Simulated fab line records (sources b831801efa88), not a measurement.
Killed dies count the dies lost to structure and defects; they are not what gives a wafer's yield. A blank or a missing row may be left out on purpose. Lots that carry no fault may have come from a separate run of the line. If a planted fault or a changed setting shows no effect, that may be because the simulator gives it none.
A struck lot beside a sound one || flow sky130 || 15 out of 708 route steps
Sound: the wafers L328.1, L328.5, L328.6. Wafers L339.2, L339.4, L339.6 were the ones struck. The cause is given at the end.
Order at every step that has rows: each side's tool, ch and its chambers, its first start. Under that, the readings that differ: sound wafers || struck wafers || difference of the means || sigmas: that difference in standard deviations of wafers without a fault.
alike: a reading whose means differ by less than 2 such deviations, as well as words and numbers matching on both sides. not compared: withheld readings; readings where some wafer has no value; bounds like >300 that might hide an equal value; numbers whose values overlap and for which the record gives no deviation.
The two part at a step that has a row with sigmas, a row that says differs or no value, or rows on one side only. Numbers that don't overlap but have no deviation are shown without sigmas and don't part them. A reading that every wafer of one side lacks parts them only if that side has two wafers or more.

SKY_METAL1_DESCUM_17: chemistry O2, time 8 s.
  sound on rie metal-01 ch 0,1, day 34 13:59; struck on rie metal-04 ch 0,1, day 38 03:02
  alike: drypump motor current A, oes product au
  not compared: rf hours counter h
SKY_METAL1_ETCH_18: etches BARC in N2/H2, stops on SiO2, time 45.9 s, target depth 60 nm.
  sound on rie metal-01 ch 0,1, day 34 14:01; struck on rie metal-04 ch 0,1, day 38 03:04
  alike: drypump motor current A, oes product au, throttle valve pct
  not compared: rf hours counter h
SKY_METAL1_METAL_ETCH_19: etches the open film in Cl2/BCl3, stops on SiO2, target depth 360 nm, time 78 s.
  sound on rie metal-01 ch 0,1, day 34 14:05; struck on rie metal-04 ch 0,1, day 38 03:08
  alike: drypump motor current A, oes product au, throttle valve pct
  not compared: rf hours counter h
SKY_METAL1_STRIP_20: strips in O2/N2.
  sound on plasma asher-04 ch 0,1, day 34 14:11; struck on plasma asher-02 ch 0,1, day 38 03:14
  alike: drypump motor current A, oes product au, strip time to endpoint s
  not compared: rf hours counter h
then, 4 steps without rows for these wafers: SKY_METAL1_STRIP_21 (strips in post etch residue remover, time 1200 s); SKY_METAL1_CLEAN_22 (cleans in IPA, time 180 s); SKY_METAL1_CLEAN_23 (cleans in O3/DIW); SKY_VIA1_HDPCVD_00 (deposits SiO2, target thk 1030 nm, time 171.7 s).
SKY_VIA1_THK_MEAS_01:
  struck on film metro-04, day 38 03:56; sound on film metro-04, day 34 15:01
  alike: VIA1_HDPCVD_THK
SKY_VIA1_CMP_02: polishes SiO2.
  sound on cmp-01 ch 2,3, day 34 15:08; struck on cmp-01 ch 0,1,3, day 38 04:02
  alike: motor current A, slurry filter dp kPa
SKY_VIA1_BOW_MEAS_03:
  struck on film metro-03, day 38 04:20; sound on film metro-02, day 34 15:23
  alike: VIA1_BOW
then, 1 step without rows for these wafers: SKY_VIA1_DEHYDRATE_04 (time 60 s).
SKY_VIA1_HMDS_05: prime time 60 s.
  sound on litho track-04 ch 0, day 35 02:59; struck on litho track-04 ch 0, day 38 16:01
{"reading": "prime temp c (C)", "sound": "120.05 119.88 120.04", "struck": "116.26 116.09 116.09", "difference": -3.84, "sigmas": -30}
then, 1 step without rows for these wafers: SKY_VIA1_COAT_06 (resist thk 60 nm).
-- the record jumps here: 11 days lie between the struck wafers' starts before and after (it left off in module VIA1 and takes up again in module PAD_OPEN, whose first step shown is number 708 of the route) --
SKY_PAD_OPEN_PROBE_99:
  struck on prober-02, day 49 13:29; sound on prober-01, day 47 02:55
  alike: defect limited yield, killed_at_M0_to_M3, killed_at_M4_up, killed at contacts, killed at front end, killed at other, killed dies, killed open, killed short, sort_bin_3_pad_short, sort_bin_5_function, sort_bin_6_memory, sort n pass, sort yield pct

== WHERE THEY PART ==
At SKY_VIA1_HMDS_05 and nowhere else, as far as this record goes. Later steps at which nothing parts them and some readings are alike: SKY_PAD_OPEN_PROBE_99.

WHY: whatever the simulator had introduced
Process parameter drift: litho track-04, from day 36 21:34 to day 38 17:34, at SKY_VIA1_HMDS_05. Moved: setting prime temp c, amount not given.
